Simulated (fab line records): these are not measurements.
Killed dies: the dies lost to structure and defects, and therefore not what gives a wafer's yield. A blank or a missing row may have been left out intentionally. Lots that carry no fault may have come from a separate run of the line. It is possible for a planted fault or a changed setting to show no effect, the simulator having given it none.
Code-filled problem report in 8D (eight disciplines) form :: flow sky130 :: the parts of the form that need people (team, actions taken, sign-off) are left out

== 1. WHAT IS WRONG ==
GATE_OXIDE_TW at SKY_GATE_OXIDE_TW_MEAS_14 reads a mean of 258.4 on 6 wafers of 2 lots; wafers without a fault read 223.6 with a standard deviation of 2.3. Measured from the usual mean, that is +15 standard deviations.
First observed at day 18 18:25: wafer L683.1, on filmMetro-02. The record has a number at this step for 39 wafers belonging to 13 lots. By rule, "out" or "out of limits" means more than 4 standard deviations away from the usual mean. The other wafers with a number count as sound.

== 2. WHAT IT IS AND WHAT IT IS NOT ==
question: which readings at this step
is: GATE_OXIDE_TW
is not: -

question: which lots
is: L683, L684
is not: L669, L670, L671, L672, L674, L675, L677, L689, L690, L691, L692

question: which wafers of those lots
is: all that have a number
is not: -

question: read on which gauges
is: filmMetro-02, filmMetro-04
is not: filmMetro-03

question: when
is: from day 18 18:25
is not: up to then (21 sound wafers); but 12 sound wafers of L689, L690, L691, L692 came after

== 3. THE SUSPECTS, EACH WITH WHAT RULES IT OUT ==
Counting: any tool at a process step up to the reading is kept as a suspect provided that every lot that is out went through it and no sound lot did after the first of them.
- the gauge at SKY_GATE_OXIDE_TW_MEAS_14: ruled out. Those wafers that are out were read across 2 gauges (filmMetro-02, filmMetro-04).
- implanter-04 at SKY_GATE_OXIDE_IMPLANT_11: ruled out as a lasting fault. The sound lots L692 went through it after L683, its earliest lot that is out (day 18 18:04).
Left after counting: nothing in the record.

== 4. THE CAUSE (what the simulator had put in) ==
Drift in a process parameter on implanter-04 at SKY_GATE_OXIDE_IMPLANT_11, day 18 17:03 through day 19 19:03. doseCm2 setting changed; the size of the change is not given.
The count ruled it out by mistake, since the rule takes a fault to strike every lot its tool runs from the start of the fault on, and this one did not do so.

== 5. THE EFFECT CHAIN, in route order ==
Each row: a reading where the mean over the struck wafers with a number is more than 3 standard deviations away from the usual. Readings are gone through only where the record gives a usual standard deviation; hours: the median, over the lots, of the time from a lot's start at the first step in this table giving one to that lot's start at this step; sigmas: the change measured in usual standard deviations.
hours: 0
step: SKY_GATE_OXIDE_IMPLANT_11
reading: doseIonsCm2
usual: 2.5995e+12
on struck wafers: 4.2858e+12
change: +1.6863e+12
sigmas: +99 or more

hours: 0
step: SKY_GATE_OXIDE_IMPLANT_11
reading: faradayCurrentUA
usual: 14.67
on struck wafers: 24.00
change: +9.33
sigmas: +32

hours: 0
step: SKY_GATE_OXIDE_TW_MEAS_14
reading: GATE_OXIDE_TW
usual: 223.6
on struck wafers: 258.4
change: +34.8
sigmas: +15
Its process steps:
- SKY_GATE_OXIDE_IMPLANT_11
At these later measuring or inspecting steps, every struck wafer for which the step has a row has a number for every such reading, and none has moved that far: SKY_POLY_GATE_CD_MEAS_13.

== 6. WHAT WOULD HAVE CAUGHT IT SOONER ==
In this record the first reading out of limits at a measuring or inspecting step was taken at day 18 18:25, 1 hour after the fault began at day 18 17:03.
Tool's own readings at SKY_GATE_OXIDE_IMPLANT_11, doseIonsCm2, faradayCurrentUA: out on all struck wafers the step has rows for; an alarm limit on them would have tripped on the first.
